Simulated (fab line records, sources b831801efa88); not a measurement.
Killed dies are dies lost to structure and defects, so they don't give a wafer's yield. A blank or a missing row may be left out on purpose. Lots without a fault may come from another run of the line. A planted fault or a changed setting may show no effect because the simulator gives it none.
Chamber matching | flow sky130 | SKY_VIA3_CMP_24 on cmp-02: 4 sister chambers
The step polishes, stops on SiO2, t overpolish 20 s, target thk 0 nm. 8 wafers are shown with their chamber, then 12 later ones without.

WAFERS WITH THEIR CHAMBER
wafer  | chamber | motor_current_A (A) | time_to_endpoint_s (s)
L078.5 | 1       | 13.7                | 92
L085.5 | 2       | 10.2                | 88
L085.6 | 1       | 13.6                | 88
L086.5 | 0       | 13.2                | 92
L086.6 | 3       | 9.6                 | 95
L088.2 | 2       | 9.5                 | 94
L088.4 | 3       | 9.6                 | 98
L088.5 | 0       | 12.9                | 97

WAFERS WITHOUT THEIR CHAMBER
wafer  | motor_current_A (A) | time_to_endpoint_s (s)
L089.3 | 9.0                 | 96
L089.4 | 10.1                | 90
L089.5 | 13.1                | 90
L090.1 | 12.5                | 89
L090.4 | 9.1                 | 94
L090.6 | 13.5                | 95
L095.1 | 12.6                | 92
L095.2 | 10.1                | 89
L095.4 | 12.7                | 91
L097.2 | 13.1                | 90
L097.3 | 9.6                 | 94
L097.5 | 13.6                | 90

WHICH CHAMBER EACH WENT THROUGH
wafer  | from the rows above     | in truth
L089.3 | can't be placed: 3 or 2 | 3
L089.4 | can't be placed: 2 or 3 | 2
L089.5 | can't be placed: 0 or 1 | 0
L090.1 | can't be placed: 0 or 1 | 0
L090.4 | can't be placed: 3 or 2 | 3
L090.6 | can't be placed: 1 or 0 | 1
L095.1 | 0                       | 0
L095.2 | can't be placed: 2 or 3 | 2
L095.4 | can't be placed: 0 or 1 | 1
L097.2 | can't be placed: 0 or 1 | 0
L097.3 | can't be placed: 3 or 2 | 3
L097.5 | 1                       | 1
Placed correctly: 2 of 12. Can't be placed from these rows: 10 (the true chamber is among the candidates in 10). Placed wrongly: 0.
How it was worked out, from the rows above alone: a wafer's distance from a chamber is the root of the sum, over the readings, of the square of ((its reading less the chamber's mean) divided by the reading's scatter). The wafer belongs to the nearest chamber; if the next one is less than 2 further off, it can't be placed. A chamber's mean is the mean of its shown wafers. The scatter: the root of (the sum of the squares of (reading less its chamber's mean) over the shown wafers, divided by (wafers less chambers)).
